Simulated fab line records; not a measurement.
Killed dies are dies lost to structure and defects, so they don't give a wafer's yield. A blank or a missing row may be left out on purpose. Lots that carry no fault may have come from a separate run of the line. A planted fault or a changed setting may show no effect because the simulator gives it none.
Split-lot study	flow gf180mcu	route with 602 steps; 5 lots, 18 wafers read

== SPLIT DETAILS ==
At GF_TOP_METAL_METAL_ETCH_16 (etches the open film in Cl2/BCl3, stops on SiO2, target depth 1077.5 nm, time 179.6 s), the setting icpW was moved away from the recipe's 800 W on 8 of the 18 wafers read, by -11.1% to -6.7%. All remaining wafers had this setting at the recipe value.

The split's own step is where the reading is taken.

== THE READING ==
NOVOLAK_of_TOP_METAL_COAT_09.thkNm (the simulator's own value, which no gauge read), in nm, at GF_TOP_METAL_METAL_ETCH_16 (etches the open film in Cl2/BCl3, stops on SiO2, target depth 1077.5 nm, time 179.6 s). There is no usual value for it anywhere in the file. Average 1069 nm, standard deviation 4.8 nm, over the 10 wafers here run with the recipe.

wafer	tool, chamber at the split	icpW as run, W	against the recipe	NOVOLAK_of_TOP_METAL_COAT_09.thkNm, nm	against lot-mates on the recipe
L074.2	rieMetal-02, 1	800	recipe	1063	-
L074.3	rieMetal-02, 1	800	recipe	1067	-
L074.6	rieMetal-02, 0	800	recipe	1070	-
L075.1	rieMetal-04, 1	723.7	-9.5%	1102	+36
L075.2	rieMetal-04, 0	723.7	-9.5%	1120	+54
L075.3	rieMetal-04, 1	800	recipe	1068	-
L075.5	rieMetal-04, 1	800	recipe	1064	-
L075.6	rieMetal-04, 0	723.7	-9.5%	1114	+48
L077.2	rieMetal-04, 1	746.1	-6.7%	1094	no lot-mate on the recipe
L077.4	rieMetal-04, 1	746.1	-6.7%	1103	no lot-mate on the recipe
L080.1	rieMetal-04, 0	800	recipe	1072	-
L080.3	rieMetal-04, 1	800	recipe	1061	-
L080.5	rieMetal-04, 0	800	recipe	1073	-
L081.1	rieMetal-02, 0	711	-11.1%	1116	+41
L081.2	rieMetal-02, 1	711	-11.1%	1120	+45
L081.3	rieMetal-02, 1	711	-11.1%	1116	+41
L081.4	rieMetal-02, 0	800	recipe	1074	-
L081.6	rieMetal-02, 1	800	recipe	1076	-

FIT RESULTS
A straight line over all 18 wafers: NOVOLAK_of_TOP_METAL_COAT_09.thkNm changes by -4.43 nm for each +1% of icpW; r = -0.97; the points scatter about the line by 5.3 nm.
The same after taking each lot's own level away (the mean of its wafers on the recipe; 16 wafers): -4.21 nm for each +1%; r = -0.97; scatter 5.8 nm.
The reading moves by 47 nm for the largest change in icpW, on that fit.
From 1066.0 to 1075.0 nm: that is the span of the lots' own levels, equal to 1.9 times the standard deviation above.
The two slopes agree, so the slope changes little with the lot-to-lot level.
Check: with one of the wafers moved furthest among these (-11.1%) left out of the fit, the line predicts +48.6 nm for it against its lot-mates. Against them it came out at +41 nm.

== FURTHER SPLITS ON THESE WAFERS ==
Note: prior to the reading, these wafers also went through further splits. Each is held against what the fit with the lots' levels taken away leaves over:
other split on the same wafers	wafers away from the commonest value	r with NOVOLAK_of_TOP_METAL_COAT_09.thkNm (lot level and that fit taken away)
GF_TOP_METAL_SPUTTER_00 powerW	0	-

== THE WHOLE CHAIN: every reading that the file lists as answering this split, in the file's order ==
step	what it does	reading	change (the file's fit)	r (the file's)
GF_TOP_METAL_METAL_ETCH_16	etches the open film in Cl2/BCl3, stops on SiO2, target depth 1077.5 nm, time 179.6 s	TOP_METAL.featureDepthNm (the simulator's own value, which no gauge read)	+5.77 nm for each +1% of the setting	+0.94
GF_TOP_METAL_METAL_ETCH_16	etches the open film in Cl2/BCl3, stops on SiO2, target depth 1077.5 nm, time 179.6 s	NOVOLAK_of_TOP_METAL_COAT_09.thkNm (the simulator's own value, which no gauge read)	-4.24 nm for each +1% of the setting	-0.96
GF_TOP_METAL_STRIP_17	strips in O2/N2	stripTimeToEndpointS	withheld for each +1% of the setting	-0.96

== FILE'S OWN FIT ==
NOVOLAK_of_TOP_METAL_COAT_09.thkNm changes by -4.24 nm for each +1% of icpW, r = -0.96.
